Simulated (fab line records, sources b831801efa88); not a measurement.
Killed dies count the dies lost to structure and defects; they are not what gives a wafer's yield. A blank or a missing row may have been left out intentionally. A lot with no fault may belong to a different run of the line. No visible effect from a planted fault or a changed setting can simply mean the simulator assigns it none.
fab line records	flow sky130
record lots=6	wafers=16	last-day=50
route steps=708 shown METAL4@635 VIA4@639 PAD_OPEN@708
lots untouched by any fault: they come from a run of this same line in which no faults occurred
start-h: hours from the record's first day to the start of the lot's first wafer shown	wait-h: hours from the lot's prior step to this one	" same as the row above	L1.1+2: a row that stands for several wafers	- no value present, or no start provided	* or withheld: withheld	< > ~ a bound
route shown NAME@n: a module of which the file shows steps, and the number in the route of the first	usual: mean/standard deviation taken from wafers without a fault	same: alike in all rows	chamber/n: place in a boat	sites: per-site readings	_std_site: standard deviation across them	_edge_site: mean of outer sites minus mean of inner sites	radius-mm: how far each site lies from the wafer's centre	mask NAME#n: copy n	behind: the most recent tool/chamber to have shaped the wafer	hold: why the lot was held/for how many hours/how that ended	device: transistor that didn't switch, given as n, p or np	end of line: tests run on the same wafers once the route is complete	for a step that has no rows: nothing shown but its recipe	killed: the dies lost at the first sort to structure and to defects; this is not the yield of the wafer	map: a wafer's dies, marking killed ones x, the rest . and places with no die _
set.NAME: setting as actually run; set.NAME@STEP: the setting as run at that earlier step	model.NAME: the simulator's own value behind a step, which no gauge read
lots at some steps of the route; a table a step, a row a wafer
services: the hour from which a tool's chamber was out of use, counted from the record's first day as start-h (under 0 if before that day), plus the number of hours and why
## steps
# step SKY_METAL4_STRIP_19
# recipe chemistry=O2/N2	power-w=1400	pressure-mtorr=1500	platen-temp-c=withheld	o2-flow-sccm=3000	n2-flow-sccm=300	overash-fraction=0.5
# usual drypump-motor-current-A=5.9/0.47	oes-product-au=0.498/0.0058	strip-time-to-endpoint-s=6.43/0.094
lot.wafer	tool	chamber	start-h	wait-h	drypump-motor-current-A	oes-product-au	rf-hours-counter-h	strip-time-to-endpoint-s
L176.2	plasma-asher-02	1	1007.43	0.1	6.5	0.500	26	6.49
L176.3	"	1	"	"	6.5	0.497	-	6.48
L176.4	"	0	"	"	6.3	0.494	-	6.40
L183.1	plasma-asher-02	1	1052.83	0.1	6.5	0.495	30	6.47
L183.3	"	1	"	"	6.5	0.494	-	6.49
L184.5	plasma-asher-01	1	1056.94	0.1	5.5	0.505	-	6.52
L184.6	"	0	"	"	5.5	0.494	-	6.42
L191.2	plasma-asher-02	1	1094.78	0.1	6.5	0.505	34	6.42
L191.3	"	0	"	"	6.3	0.495	-	6.20
L191.4	"	1	"	"	6.5	0.496	-	6.42
L193.1	plasma-asher-01	1	1107.38	0.1	5.4	0.502	101	6.55
L193.2	"	0	"	"	5.5	0.502	101	6.39
L193.3	"	0	"	"	5.5	0.502	-	6.39
L195.1	plasma-asher-02	1	1120.77	0.3	6.4	0.501	37	6.42
L195.3	"	1	"	"	6.4	0.497	-	6.46
L195.6	"	1	"	"	6.5	0.499	-	6.44
# step SKY_METAL4_STRIP_20
# recipe chemistry=post-etch-residue-remover	time-s=1200	temp-c=72.5
# step SKY_METAL4_CLEAN_21
# recipe chemistry=IPA	time-s=180	temp-c=25
# step SKY_METAL4_CLEAN_22
# recipe chemistry=O3/DIW	dry=n2-spin
# step SKY_VIA4_HDPCVD_00
# recipe material=SiO2	target-thk-nm=1750	sigma-open-frac=0.3	time-s=291.7	temp-c=400	sih4-flow-sccm=60	pressure-mtorr=6
# step SKY_VIA4_THK_MEAS_01
# recipe reads=SiO2_of_VIA4_HDPCVD_00
# usual VIA4_HDPCVD_THK=1748/36
lot.wafer	tool	chamber	start-h	wait-h	VIA4_HDPCVD_THK[nm]
L176.2	film-metro-01	-	1008.21	0.1	1764
L176.3	"	-	"	"	1774
L176.4	"	-	"	"	1770
L183.1	film-metro-02	-	1053.66	0.1	1712
L183.3	"	-	"	"	1695
L184.5	film-metro-03	-	1057.72	0.0	1763
L184.6	"	-	"	"	1770
L191.2	film-metro-02	-	1095.56	0.1	1673
L191.3	"	-	"	"	1721
L191.4	"	-	"	"	1728
L193.1	film-metro-01	-	1108.19	0.1	1690
L193.2	"	-	"	"	1707
L193.3	"	-	"	"	1744
L195.1	film-metro-03	-	1121.63	0.2	1727
L195.3	"	-	"	"	1707
L195.6	"	-	"	"	1720
# step SKY_VIA4_CMP_02
# recipe material=SiO2	down-force-psi=4	platen-rpm=60	pad-velocity-m-s=0.94248
# usual motor-current-A=12.8/1.1
lot.wafer	tool	chamber	start-h	wait-h	motor-current-A
L176.4	cmp-02	3	1008.26	0.0	10.9
L176.3	"	0	"	"	13.8
L176.2	"	2	"	"	12.3
L183.3	cmp-02	1	1053.77	0.1	12.8
L183.1	"	2	"	"	12.1
L184.5	cmp-02	3	1057.94	0.2	10.3
L184.6	"	0	"	"	15.1
L191.3	cmp-01	1	1095.79	0.2	13.3
L191.4	"	2	"	"	12.9
L191.2	"	0	"	"	12.6
L193.3	cmp-02	3	1108.30	0.1	11.3
L193.2	"	0	"	"	14.8
L193.1	"	1	"	"	12.8
L195.3	cmp-01	3	1121.71	0.0	13.0
L195.1	"	1	"	"	12.7
L195.6	"	3	"	"	12.9
# step SKY_VIA4_BOW_MEAS_03
# recipe mode=bow
# usual VIA4_BOW=79/8.2
lot.wafer	tool	chamber	start-h	wait-h	VIA4_BOW[um]
L176.2	film-metro-03	-	1008.58	0.1	89
L176.3	"	-	"	"	73
L176.4	"	-	"	"	86
L183.1	film-metro-03	-	1054.06	0.2	79
L183.3	"	-	"	"	66
L184.5	film-metro-03	-	1058.12	0.1	75
L184.6	"	-	"	"	77
L191.2	film-metro-01	-	1096.11	0.1	88
L191.3	"	-	"	"	84
L191.4	"	-	"	"	82
L193.1	film-metro-03	-	1108.61	0.2	71
L193.2	"	-	"	"	80
L193.3	"	-	"	"	81
L195.1	film-metro-01	-	1122.01	0.1	82
L195.3	"	-	"	"	84
L195.6	"	-	"	"	69
# step SKY_VIA4_DEHYDRATE_04
# recipe temp-c=200	time-s=60
# step SKY_VIA4_HMDS_05
# recipe prime-time-s=60	prime-temp-c=120
# step SKY_VIA4_COAT_06
# recipe resist=NOVOLAK	spin-rpm=3000	resist-thk-nm=1140
# step SKY_VIA4_SOFTBAKE_07
# recipe temp-c=90	time-s=60	resist=NOVOLAK
# step SKY_VIA4_EXPOSE_08
# recipe mask-id=VIM4	na=0.6	source-shape=conventional	sigma-outer=0.6	polarization=unpolarized	target-cd-nm=800	dose-mj=132
# usual focus-offset-nm=-0.1/0.5
lot.wafer	tool	chamber	start-h	wait-h	mask	focus-offset-nm
L176.2	iline-stepper-02	0	1020.16	-	VIM4#0	0.2
L176.3	"	0	"	"	VIM4#0	0.3
L176.4	"	0	"	"	VIM4#0	-0.1
L183.1	iline-stepper-02	0	1064.59	-	VIM4#0	0.3
L183.3	"	0	"	"	VIM4#0	0.7
L184.5	iline-stepper-02	0	1069.32	-	VIM4#0	0.0
L184.6	"	0	"	"	VIM4#0	-0.2
L191.2	iline-stepper-01	0	1106.90	-	VIM4#0	-0.9
L191.3	"	0	"	"	VIM4#0	0.7
L191.4	"	0	"	"	VIM4#0	-0.2
L193.1	iline-stepper-01	0	1118.36	-	VIM4#0	-0.7
L193.2	"	0	"	"	VIM4#0	-0.3
L193.3	"	0	"	"	VIM4#0	0.6
L195.1	iline-stepper-01	0	1131.32	-	VIM4#0	-0.1
L195.3	"	0	"	"	VIM4#0	0.8
L195.6	"	0	"	"	VIM4#0	0.0
# step SKY_VIA4_PEB_09
# recipe temp-c=withheld	time-s=*	resist=NOVOLAK
# step SKY_VIA4_DEVELOP_10
# recipe resist=NOVOLAK	developer=TMAH	develop-time-s=60	dev-temp-c=23
# step SKY_VIA4_OVL_MEAS_11
# usual VIA4_OVL=-0.7/1.3
lot.wafer	tool	chamber	start-h	wait-h	VIA4_OVL[nm]
L176.2	overlay-01	-	1031.25	0.1	-0.8
L176.3	"	-	"	"	-1.3
L176.4	"	-	"	"	0.7
L183.1	overlay-01	-	1075.64	0.1	0.2
L183.3	"	-	"	"	1.9
L184.5	overlay-02	-	1079.67	0.0	0.1
L184.6	"	-	"	"	-0.3
L191.2	overlay-02	-	1116.55	0.1	-2.1
L191.3	"	-	"	"	-2.7
L191.4	"	-	"	"	-1.3
L193.1	overlay-01	-	1127.49	0.1	-2.0
L193.2	"	-	"	"	-3.1
L193.3	"	-	"	"	-2.5
L195.1	overlay-02	-	1140.24	0.1	-1.8
L195.3	"	-	"	"	-1.1
L195.6	"	-	"	"	-2.2
# step SKY_VIA4_ETCH_12
# recipe target=SiO2	chemistry=C4F8/O2/Ar	stop-on=TiN	mask-material=NOVOLAK	source-w=1500	bias-w=1200	pressure-mtorr=40	c4f8-flow-sccm=withheld	O2_flow_sccm=6	Ar_flow_sccm=300	time-s=withheld	target-depth-a=5800
# usual oes-product-au=0.926/0.0048
lot.wafer	tool	chamber	start-h	wait-h	oes-product-au	model.VIA4.cd-nm
L176.2	rie-diel-01	2	1031.28	0.0	0.923	804.1
L176.3	"	1	"	"	0.922	805.9
L176.4	"	3	"	"	0.936	805.7
L183.1	rie-diel-01	2	1075.68	0.0	0.920	800.8
L183.3	"	0	"	"	0.925	842
L184.5	rie-diel-04	1	1079.72	0.0	0.926	799.3
L184.6	"	2	"	"	0.921	837.5
L191.2	rie-diel-04	0	1116.58	0.0	0.928	801
L191.3	"	3	"	"	0.926	802.1
L191.4	"	1	"	"	0.933	799.1
L193.1	rie-diel-01	3	1127.53	0.0	0.932	805
L193.2	"	0	"	"	0.928	804.3
L193.3	"	1	"	"	0.925	805.2
L195.1	rie-diel-04	3	1140.28	0.0	0.915	800.9
L195.3	"	2	"	"	0.926	800.8
L195.6	"	1	"	"	0.921	802.8
# step SKY_VIA4_STRIP_13
# recipe chemistry=O2/N2	power-w=1400	pressure-mtorr=1500	platen-temp-c=withheld	o2-flow-sccm=3000	n2-flow-sccm=300	overash-fraction=0.5
# usual drypump-motor-current-A=5.7/0.47	oes-product-au=0.709/0.0042	strip-time-to-endpoint-s=12.80/0.033
lot.wafer	tool	chamber	start-h	wait-h	drypump-motor-current-A	oes-product-au	rf-hours-counter-h	strip-time-to-endpoint-s
L176.2	plasma-asher-03	1	1031.35	-	5.7	0.707	60	12.82
L176.3	"	0	"	"	5.3	0.714	-	12.82
L176.4	"	1	"	"	5.7	0.709	-	12.80
L183.1	plasma-asher-04	1	1075.75	-	5.7	0.703	1	12.78
L183.3	"	1	"	"	5.7	0.711	-	12.82
L184.5	plasma-asher-02	1	1079.82	-	6.5	0.709	-	12.78
L184.6	"	0	"	"	6.3	0.710	-	12.83
L191.2	plasma-asher-03	1	1116.65	-	5.7	0.706	69	12.76
L191.3	"	0	"	"	5.3	0.704	-	12.74
L191.4	"	1	"	"	5.7	0.709	-	12.71
L193.1	plasma-asher-04	1	1127.60	-	5.7	0.705	5	12.76
L193.2	"	0	"	"	5.2	0.713	5	12.81
L193.3	"	1	"	"	5.7	0.705	-	12.75
L195.1	plasma-asher-03	1	1140.35	-	5.7	0.710	71	12.80
L195.3	"	1	"	"	5.7	0.711	-	12.92
L195.6	"	0	"	"	5.3	0.713	-	12.79
# step SKY_PAD_OPEN_PROBE_99
# usual defect-limited-yield=82.3/2.1	killed_at_M0_to_M3=45/6.9	killed_at_M4_up=3.1/1.7	killed-at-contacts=24/5.7	killed-at-front-end=15/4.6	killed-at-other=0.3/0.57	killed-dies=87/10	killed-open=48/7.4	killed-short=39/6.7	sort_bin_3_pad_short=0.9/0.41	sort_bin_5_function=10.4/1.5	sort_bin_6_memory=6.4/1.1	sort-n-pass=405/10	sort-yield-pct=82.3/2.1
# same gross-dies=492	killed-at-back-side=0	sort_bin_4_leakage[%]=0	sort_bin_8_speed[%]=0
lot.wafer	tool	chamber	start-h	wait-h	defect-limited-yield[%]	killed_at_M0_to_M3	killed_at_M4_up	killed-at-contacts	killed-at-front-end	killed-at-other	killed-dies	killed-open	killed-short	sort_bin_3_pad_short[%]	sort_bin_5_function[%]	sort_bin_6_memory[%]	sort-n-pass	sort-yield-pct[%]	model.etest.via4-chain.rc-ohm
L176.2	prober-02	-	1100.46	0.1	79.7	53	5	25	17	0	100	49	51	1.4	12.0	6.9	392	79.7	0.7825
L176.3	prober-02	-	1100.51	0.2	83.7	39	5	22	13	1	80	41	39	0.8	9.6	5.9	412	83.7	0.8193
L176.4	prober-02	-	1100.56	0.2	82.5	54	6	16	10	0	86	44	42	1.0	10.0	6.5	406	82.5	0.8205
L183.1	prober-02	-	1139.85	0.1	84.1	41	4	25	8	0	78	46	32	1.2	8.5	6.1	414	84.1	0.7843
L183.3	prober-02	-	1139.95	0.2	81.5	45	3	28	15	0	91	55	36	0.8	9.8	7.9	401	81.5	0.7726
L184.5	prober-01	-	1145.12	0.2	83.3	43	2	25	12	0	82	45	37	0.4	10.0	6.3	410	83.3	0.7858
L184.6	prober-01	-	1145.17	0.2	82.9	39	5	23	17	0	84	49	35	1.2	10.0	5.9	408	82.9	0.7628
L191.2	prober-02	-	1177.62	0.1	83.1	44	3	16	20	0	83	40	43	0.8	10.6	5.5	409	83.1	0.7675
L191.3	prober-02	-	1177.67	0.2	82.5	45	6	23	12	0	86	40	46	1.2	7.9	8.3	406	82.5	0.8352
L191.4	prober-02	-	1177.72	0.2	82.5	53	1	19	13	0	86	51	35	0.4	10.6	6.5	406	82.5	0.8384
L193.1	prober-02	-	1187.07	0.1	81.1	43	1	33	16	0	93	50	43	1.2	10.6	7.1	399	81.1	0.7992
L193.2	prober-02	-	1187.12	0.1	80.7	58	1	21	15	0	95	53	42	0.4	11.8	7.1	397	80.7	0.8141
L193.3	prober-02	-	1187.17	0.2	83.7	47	2	22	9	0	80	43	37	1.0	10.6	4.7	412	83.7	0.7881
L195.1	prober-02	-	1196.02	0.1	82.3	50	3	24	10	0	87	49	38	1.0	11.4	5.3	405	82.3	0.8043
L195.3	prober-02	-	1196.12	0.2	81.3	49	3	23	17	0	92	57	34	0.4	12.6	5.7	400	81.3	0.7784
L195.6	prober-02	-	1196.27	0.2	83.7	52	3	8	17	0	80	38	42	1.2	8.3	6.7	412	83.7	0.795
# killed by level:class
L176.2 VIA1:geometric-particle:open=12 CONTACT:geometric-particle:short=11 METAL1:geometric-particle:short=8 CONTACT:geometric-particle:open=6 VIA2:geometric-particle:open=6 VIA1:geometric-particle:short=5 VIA3:geometric-particle:short=5 FIELD_ISO:geometric-particle:open=4
L176.3 CONTACT:geometric-particle:open=10 VIA3:geometric-particle:open=8 LI_CONTACT:geometric-particle:open=6 METAL1:geometric-particle:short=6 VIA1:geometric-particle:short=6 FIELD_ISO:geometric-particle:short=5 METAL4:geometric-particle:short=5 VIA2:geometric-particle:open=4
L176.4 METAL2:geometric-particle:short=11 VIA1:geometric-particle:short=9 VIA1:geometric-particle:open=9 CONTACT:geometric-particle:open=8 VIA3:geometric-particle:open=7 METAL1:geometric-particle:short=5 LI_CONTACT:geometric-particle:open=5 VIA3:geometric-particle:short=4
L183.1 VIA1:geometric-particle:open=13 CONTACT:geometric-particle:open=8 CONTACT:geometric-particle:short=6 VIA1:geometric-particle:short=6 METAL2:geometric-particle:short=6 VIA2:geometric-particle:open=6 LI_CONTACT:geometric-particle:open=5 LOCAL_INTERCONNECT:geometric-particle:short=5
L183.3 LI_CONTACT:geometric-particle:open=11 CONTACT:geometric-particle:open=10 METAL1:geometric-particle:short=9 VIA1:geometric-particle:open=9 POLY_GATE:geometric-particle:open=4 VIA3:geometric-particle:open=4 VIA1:geometric-particle:short=4 VIA2:geometric-particle:open=4
L184.5 CONTACT:geometric-particle:open=13 VIA1:geometric-particle:open=7 METAL2:geometric-particle:short=7 LI_CONTACT:geometric-particle:open=5 LOCAL_INTERCONNECT:geometric-particle:short=5 VIA1:geometric-particle:short=5 METAL3:geometric-particle:short=5 METAL1:geometric-particle:short=4
L184.6 VIA1:geometric-particle:open=12 CONTACT:geometric-particle:open=10 LI_CONTACT:geometric-particle:open=6 SPACER:geometric-particle:short=5 VIA1:geometric-particle:short=5 VIA3:geometric-particle:open=5 METAL4:geometric-particle:short=5 VIA2:geometric-particle:open=4
L191.2 VIA1:geometric-particle:open=14 LOCAL_INTERCONNECT:geometric-particle:short=9 POLY_GATE:geometric-particle:open=7 VIA1:geometric-particle:short=6 FIELD_ISO:geometric-particle:short=4 METAL1:geometric-particle:short=4 METAL2:geometric-particle:short=4 VIA3:geometric-particle:open=4
L191.3 CONTACT:geometric-particle:open=8 VIA3:geometric-particle:open=8 VIA1:geometric-particle:open=7 METAL1:geometric-particle:short=6 POLY_GATE:geometric-particle:short=6 VIA2:geometric-particle:open=6 LI_CONTACT:geometric-particle:open=5 LOCAL_INTERCONNECT:geometric-particle:short=5
L191.4 VIA1:geometric-particle:open=12 METAL1:geometric-particle:short=8 VIA2:geometric-particle:open=8 METAL2:geometric-particle:short=7 CONTACT:geometric-particle:open=6 VIA3:geometric-particle:open=6 POLY_GATE:geometric-particle:open=5 VIA3:geometric-particle:short=5
L193.1 LI_CONTACT:geometric-particle:open=11 CONTACT:geometric-particle:open=10 VIA1:geometric-particle:open=9 METAL2:geometric-particle:short=9 CONTACT:geometric-particle:short=6 METAL1:geometric-particle:short=5 FIELD_ISO:geometric-particle:short=4 POLY_GATE:geometric-particle:short=4
L193.2 VIA2:geometric-particle:open=11 VIA1:geometric-particle:short=9 VIA1:geometric-particle:open=9 CONTACT:geometric-particle:open=8 VIA2:geometric-particle:short=8 FIELD_ISO:geometric-particle:open=6 LI_CONTACT:geometric-particle:open=6 VIA3:geometric-particle:open=6
L193.3 VIA1:geometric-particle:open=11 CONTACT:geometric-particle:open=11 VIA2:geometric-particle:open=9 VIA1:geometric-particle:short=6 METAL1:geometric-particle:short=5 METAL2:geometric-particle:short=5 LI_CONTACT:geometric-particle:open=4 VIA3:geometric-particle:open=4
L195.1 LI_CONTACT:geometric-particle:open=10 METAL2:geometric-particle:short=10 VIA3:geometric-particle:open=8 CONTACT:geometric-particle:open=7 VIA1:geometric-particle:open=7 METAL1:geometric-particle:short=6 VIA2:geometric-particle:open=6 VIA1:geometric-particle:short=5
L195.3 VIA1:geometric-particle:open=13 VIA2:geometric-particle:open=10 LI_CONTACT:geometric-particle:open=8 CONTACT:geometric-particle:open=8 FIELD_ISO:geometric-particle:open=7 VIA3:geometric-particle:open=6 METAL1:geometric-particle:short=5 POLY_GATE:geometric-particle:short=4
L195.6 VIA1:geometric-particle:open=13 METAL2:geometric-particle:short=7 SPACER:geometric-particle:short=6 VIA3:geometric-particle:open=6 METAL1:geometric-particle:short=5 VIA3:geometric-particle:short=4 METAL3:geometric-particle:short=4 POLY_GATE:geometric-particle:short=3
## services
tool	chamber	start-h	hours	kind
rie-diel-01	-	988.84	5.2	repair
cmp-02	-	991.10	9.3	repair
plasma-asher-02	-	1001.97	5.1	repair
rie-diel-04	1	1007.97	4.5	repair
cmp-02	-	1010.09	7.9	pm
rie-diel-04	2	1037.73	9.1	repair
iline-stepper-02	-	1043.96	3.1	repair
rie-diel-04	1	1045.96	9.5	repair
plasma-asher-04	-	1055.25	9.0	pm
cmp-01	-	1056.83	1.6	repair
cmp-01	-	1068.69	2.5	repair
plasma-asher-01	-	1069.34	1.6	repair
plasma-asher-02	-	1072.80	1.4	repair
iline-stepper-01	-	1074.84	1.7	pm
cmp-02	-	1075.85	2.2	repair
cmp-01	-	1083.20	4.0	pm
cmp-02	-	1095.48	3.0	repair
cmp-01	-	1096.25	1.2	repair
plasma-asher-04	-	1105.69	16.1	repair
rie-diel-04	1	1107.77	2.5	repair
cmp-02	-	1113.85	0.3	repair
cmp-01	-	1116.48	5.2	pm
rie-diel-01	2	1117.53	14.7	repair
cmp-01	-	1127.93	17.8	pm
## key
first-sign none at tools or gauges
model-effect step=SKY_VIA4_ETCH_12	value=VIA4.cd-nm	without=800.5	struck=839.7
model-effect step=SKY_PAD_OPEN_PROBE_99	value=etest.via4-chain.rc-ohm	without=0.8265	struck=0.7677
met-at SKY_VIA4_EXPOSE_08
struck-wafers L183.3,L184.6
onset-between 1020.16 1064.59
fault kind=process-parameter-drift	tool=iline-stepper-02	chamber=-	onset-h=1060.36	steps=SKY_VIA4_EXPOSE_08	channel=focus-nm	offset=616.41	shape=step	end-h=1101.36	scope=struck-wafers-only
